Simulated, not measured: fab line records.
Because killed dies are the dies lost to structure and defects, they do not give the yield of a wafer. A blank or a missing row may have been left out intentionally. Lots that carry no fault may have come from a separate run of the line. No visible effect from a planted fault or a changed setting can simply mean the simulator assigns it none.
Which tool did it? / flow sfqLine / 14 lots with 42 wafers sampled at 4 steps, on a route of 325 steps

## WHAT THE GAUGES SHOWED, per wafer
SFQ_JJ_RS_MEAS_929: measures by four-point-probe.
lot=L762; measured=day 54 20:29; on=filmMetro-02; JJ_NB_RS (ohm/sq)=1.094 1.086 1.092
lot=L763; measured=day 59 04:59; on=filmMetro-03; JJ_NB_RS (ohm/sq)=1.079 1.078 1.065
lot=L766; measured=day 59 18:16; on=filmMetro-03; JJ_NB_RS (ohm/sq)=1.085 1.078 1.094
lot=L767; measured=day 59 23:02; on=filmMetro-03; JJ_NB_RS (ohm/sq)=1.080 1.077 1.073
lot=L770; measured=day 60 20:28; on=filmMetro-02; JJ_NB_RS (ohm/sq)=1.103 1.110 1.090
lot=L771; measured=day 61 00:04; on=filmMetro-02; JJ_NB_RS (ohm/sq)=1.100 1.110 1.109
lot=L772; measured=day 61 07:16; on=filmMetro-03; JJ_NB_RS (ohm/sq)=1.081 1.074 1.075
lot=L773; measured=day 61 12:04; on=filmMetro-02; JJ_NB_RS (ohm/sq)=1.109 1.090 1.094
lot=L774; measured=day 61 13:14; on=filmMetro-03; JJ_NB_RS (ohm/sq)=1.074 1.069 1.095
lot=L775; measured=day 62 04:59; on=filmMetro-01; JJ_NB_RS (ohm/sq)=1.099 1.071 1.108
lot=L777; measured=day 62 14:34; on=filmMetro-02; JJ_NB_RS (ohm/sq)=1.102 1.103 1.086
lot=L778; measured=day 63 04:58; on=filmMetro-03; JJ_NB_RS (ohm/sq)=1.099 1.082 1.082
lot=L780; measured=day 66 06:28; on=filmMetro-01; JJ_NB_RS (ohm/sq)=1.086 1.067 1.096
lot=L782; measured=day 66 23:44; on=filmMetro-01; JJ_NB_RS (ohm/sq)=1.059 1.083 1.060

SFQ_M8_THK_MEAS_950: measures by xrf.
lot=L762; measured=day 76 21:38; on=filmMetro-04; M8_AU_THK (nm)=180.0 180.1 180.5
lot=L763; measured=day 77 20:34; on=filmMetro-03; M8_AU_THK (nm)=179.6 176.0 176.1
lot=L766; measured=day 78 12:56; on=filmMetro-01; M8_AU_THK (nm)=182.6 181.8 181.2
lot=L767; measured=day 80 06:40; on=filmMetro-01; M8_AU_THK (nm)=181.2 182.3 180.7
lot=L770; measured=day 81 00:07; on=filmMetro-01; M8_AU_THK (nm)=183.7 181.9 183.4
lot=L771; measured=day 83 04:56; on=filmMetro-01; M8_AU_THK (nm)=179.4 181.9 184.4
lot=L772; measured=day 83 06:08; on=filmMetro-03; M8_AU_THK (nm)=182.1 180.0 175.4
lot=L773; measured=day 83 07:20; on=filmMetro-04; M8_AU_THK (nm)=172.9 177.1 176.1
lot=L774; measured=day 83 08:31; on=filmMetro-04; M8_AU_THK (nm)=179.8 181.3 181.3
lot=L775; measured=day 83 09:43; on=filmMetro-03; M8_AU_THK (nm)=178.6 176.5 174.0
lot=L777; measured=day 83 12:07; on=filmMetro-04; M8_AU_THK (nm)=176.8 177.4 177.8
lot=L778; measured=day 88 06:35; on=filmMetro-04; M8_AU_THK (nm)=177.2 179.7 179.1
lot=L780; measured=day 88 16:50; on=filmMetro-03; M8_AU_THK (nm)=174.6 178.0 177.4
lot=L782; measured=day 89 21:44; on=filmMetro-03; M8_AU_THK (nm)=175.9 178.5 177.8

## WHAT TOOL EACH LOT RAN ON (gives the tool, then ch and the chambers of the sampled wafers, and finally the start)
lot=L762; SFQ_TRILAYER_M3_LITHO_COAT_080=lithoTrack-03 ch 0, day 37 11:53; SFQ_TRILAYER_M3_BARC_OPEN_METAL_ETCH_100=rieMetal-02 ch 0,1, day 37 14:18
lot=L763; SFQ_TRILAYER_M3_LITHO_COAT_080=lithoTrack-01 ch 0, day 44 02:49; SFQ_TRILAYER_M3_BARC_OPEN_METAL_ETCH_100=rieMetal-04 ch 0,1, day 44 05:21
lot=L766; SFQ_TRILAYER_M3_LITHO_COAT_080=lithoTrack-03 ch 0, day 44 14:56; SFQ_TRILAYER_M3_BARC_OPEN_METAL_ETCH_100=rieMetal-02 ch 0,1, day 44 17:13
lot=L767; SFQ_TRILAYER_M3_LITHO_COAT_080=lithoTrack-03 ch 0, day 44 23:20; SFQ_TRILAYER_M3_BARC_OPEN_METAL_ETCH_100=rieMetal-04 ch 0,1, day 45 01:37
lot=L770; SFQ_TRILAYER_M3_LITHO_COAT_080=lithoTrack-01 ch 0, day 45 13:11; SFQ_TRILAYER_M3_BARC_OPEN_METAL_ETCH_100=rieMetal-02 ch 0,1, day 45 18:25
lot=L771; SFQ_TRILAYER_M3_LITHO_COAT_080=lithoTrack-03 ch 0, day 45 16:11; SFQ_TRILAYER_M3_BARC_OPEN_METAL_ETCH_100=rieMetal-02 ch 0, day 45 19:37
lot=L772; SFQ_TRILAYER_M3_LITHO_COAT_080=lithoTrack-04 ch 0, day 45 20:26; SFQ_TRILAYER_M3_BARC_OPEN_METAL_ETCH_100=rieMetal-03 ch 0,1, day 45 22:38
lot=L773; SFQ_TRILAYER_M3_LITHO_COAT_080=lithoTrack-03 ch 0, day 46 00:35; SFQ_TRILAYER_M3_BARC_OPEN_METAL_ETCH_100=rieMetal-03 ch 0,1, day 46 02:49
lot=L774; SFQ_TRILAYER_M3_LITHO_COAT_080=lithoTrack-04 ch 0, day 46 02:21; SFQ_TRILAYER_M3_BARC_OPEN_METAL_ETCH_100=rieMetal-02 ch 0,1, day 46 04:38
lot=L775; SFQ_TRILAYER_M3_LITHO_COAT_080=lithoTrack-04 ch 0, day 46 04:08; SFQ_TRILAYER_M3_BARC_OPEN_METAL_ETCH_100=rieMetal-03 ch 0,1, day 46 06:25
lot=L777; SFQ_TRILAYER_M3_LITHO_COAT_080=lithoTrack-04 ch 0, day 46 10:08; SFQ_TRILAYER_M3_BARC_OPEN_METAL_ETCH_100=rieMetal-03 ch 0,1, day 46 12:25
lot=L778; SFQ_TRILAYER_M3_LITHO_COAT_080=lithoTrack-01 ch 0, day 46 15:32; SFQ_TRILAYER_M3_BARC_OPEN_METAL_ETCH_100=rieMetal-04 ch 0, day 46 17:49
lot=L780; SFQ_TRILAYER_M3_LITHO_COAT_080=lithoTrack-04 ch 0, day 47 09:15; SFQ_TRILAYER_M3_BARC_OPEN_METAL_ETCH_100=rieMetal-04 ch 0,1, day 51 22:04
lot=L782; SFQ_TRILAYER_M3_LITHO_COAT_080=lithoTrack-03 ch 0, day 47 19:58; SFQ_TRILAYER_M3_BARC_OPEN_METAL_ETCH_100=rieMetal-03 ch 0,1, day 52 12:28
- SFQ_TRILAYER_M3_LITHO_COAT_080: resist thk 62 nm.
- SFQ_TRILAYER_M3_BARC_OPEN_METAL_ETCH_100: etches BARC in O2, target depth 125 nm, time 41.7 s.

## WHAT THE TOOLS THEMSELVES READ (means of the sampled wafers that have a number; where no wafer has one, the mark that the record gives instead)
SFQ_TRILAYER_M3_BARC_OPEN_METAL_ETCH_100.
lot=L762; tool=rieMetal-02; drypumpMotorCurrentA (A)=5.3; oesProductAu (a.u.)=0.676
lot=L763; tool=rieMetal-04; drypumpMotorCurrentA (A)=5.9; oesProductAu (a.u.)=0.689
lot=L766; tool=rieMetal-02; drypumpMotorCurrentA (A)=5.3; oesProductAu (a.u.)=0.683
lot=L767; tool=rieMetal-04; drypumpMotorCurrentA (A)=5.9; oesProductAu (a.u.)=0.681
lot=L770; tool=rieMetal-02; drypumpMotorCurrentA (A)=5.3; oesProductAu (a.u.)=0.689
lot=L771; tool=rieMetal-02; drypumpMotorCurrentA (A)=5.1; oesProductAu (a.u.)=0.685
lot=L772; tool=rieMetal-03; drypumpMotorCurrentA (A)=6.1; oesProductAu (a.u.)=0.682
lot=L773; tool=rieMetal-03; drypumpMotorCurrentA (A)=6.1; oesProductAu (a.u.)=0.683
lot=L774; tool=rieMetal-02; drypumpMotorCurrentA (A)=5.2; oesProductAu (a.u.)=0.681
lot=L775; tool=rieMetal-03; drypumpMotorCurrentA (A)=6.1; oesProductAu (a.u.)=0.688
lot=L777; tool=rieMetal-03; drypumpMotorCurrentA (A)=6.3; oesProductAu (a.u.)=0.665
lot=L778; tool=rieMetal-04; drypumpMotorCurrentA (A)=5.8; oesProductAu (a.u.)=0.684
lot=L780; tool=rieMetal-04; drypumpMotorCurrentA (A)=5.9; oesProductAu (a.u.)=0.670
lot=L782; tool=rieMetal-03; drypumpMotorCurrentA (A)=6.1; oesProductAu (a.u.)=0.683

## THE ANSWER, worked out from the rows above alone
Rule: usual is defined by the lots themselves. Put in order of their means at a reading, lots are off if they are a third of the lots or fewer, leave a main group of 4 or more, and stand apart from it by a gap of 3 or more times the standard deviation of the main group's means; of several such gaps the widest counts. A main group whose means are all the same, to the digits that the tables above print for the reading, isn't used. A lot without any number at a reading at which 4 lots or more have one is off too. All remaining lots with rows at the step are treated as sound. The gauges are gone through in route order, then the tools' own readings, and for those a lot's mean is taken as printed above. At the first step where some lot is off, the reading lying furthest off is the one used; lots without a number count as furthest.
No lot is off at any reading shown: from this, nothing can be told.

## WHAT THE SIMULATOR HAD INSERTED
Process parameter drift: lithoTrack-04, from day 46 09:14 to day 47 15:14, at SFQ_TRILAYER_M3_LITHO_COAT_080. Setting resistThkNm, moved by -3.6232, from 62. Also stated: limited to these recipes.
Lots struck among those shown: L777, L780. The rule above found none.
